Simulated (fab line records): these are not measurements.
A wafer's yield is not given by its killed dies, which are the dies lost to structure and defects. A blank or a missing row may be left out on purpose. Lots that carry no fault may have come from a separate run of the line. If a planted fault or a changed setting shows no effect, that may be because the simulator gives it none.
Code-filled problem report in 8D (eight disciplines) form + flow gf180mcu + the parts of the form that need people (team, actions taken, sign-off) are left out

== 1. PROBLEM STATEMENT ==
Wafers without a fault read 140.0 W, standard deviation 0.37; bias-w at GF_M2_METAL_ETCH_16 reads a mean of 125.8 W on 9 wafers belonging to 3 lots. Relative to the usual mean, that is a shift of -38 standard deviations.
The step: etches the open film in Cl2/BCl3, stops on SiO2, target depth 627.5 nm, time 104.6 s.
First observed at day 21 05:48: wafer L336.1, on rie-metal-01. Wafers with a number at this step in the record: 21, from 7 lots. By rule, "out" or "out of limits" means more than 4 standard deviations away from the usual mean. The other wafers with a number count as sound.

== 2. WHAT IT IS; WHAT IT IS NOT ==
| question                    | is                     | is not                                                                         |
|-----------------------------|------------------------|--------------------------------------------------------------------------------|
| which readings at this step | bias-w                 | drypump-motor-current-A                                                        |
| which lots                  | L336, L338, L339       | L333, L345, L349, L353                                                         |
| which wafers of those lots  | all that have a number | -                                                                              |
| read on which tools         | rie-metal-01           | rie-metal-03, rie-metal-04                                                     |
| when                        | from day 21 05:48      | up to then (3 sound wafers); but 9 sound wafers of L345, L349, L353 came after |

== 3. SUSPECTS, AND WHAT RULES EACH OUT ==
Counting: a tool stays on the suspect list if, at a process step up to the reading, it processed all lots that are out and no sound lot following the first of them.
- rie-metal-01 at GF_M2_METAL_ETCH_16 (etches the open film in Cl2/BCl3, stops on SiO2, target depth 627.5 nm, time 104.6 s): ruled out as a lasting fault. Following L336 (day 21 05:48), the first lot on it that is out, the sound lots L349 were run on it.
Left after counting: nothing in the record.

== 4. THE CAUSE (what the simulator had put in) ==
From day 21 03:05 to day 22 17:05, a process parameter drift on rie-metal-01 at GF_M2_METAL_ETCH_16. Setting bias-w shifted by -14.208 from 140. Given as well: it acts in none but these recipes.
Counting ruled it out, wrongly.

== 5. THE CHAIN OF EFFECTS, in route order ==
Each row: a reading whose mean over the struck wafers that have a number lies more than 3 standard deviations from the usual. Only readings whose record carries a usual standard deviation are examined. hours: median over the lots of the time between each lot's start at the first step of this table that gives one and its start at this step. sigmas: the change, counted in usual standard deviations.
| hours | step                | reading | usual   | on struck wafers | change | sigmas |
|-------|---------------------|---------|---------|------------------|--------|--------|
| 0     | GF_M2_METAL_ETCH_16 | bias-w  | 140.0 W | 125.8            | -14.2  | -38    |
Its process steps:
- GF_M2_METAL_ETCH_16: etches the open film in Cl2/BCl3, stops on SiO2, target depth 627.5 nm, time 104.6 s.

== 6. WHAT WOULD HAVE CAUGHT IT SOONER ==
The fault began at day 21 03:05; the first out-of-limits reading in this record came at day 21 05:48, 3 hours later.
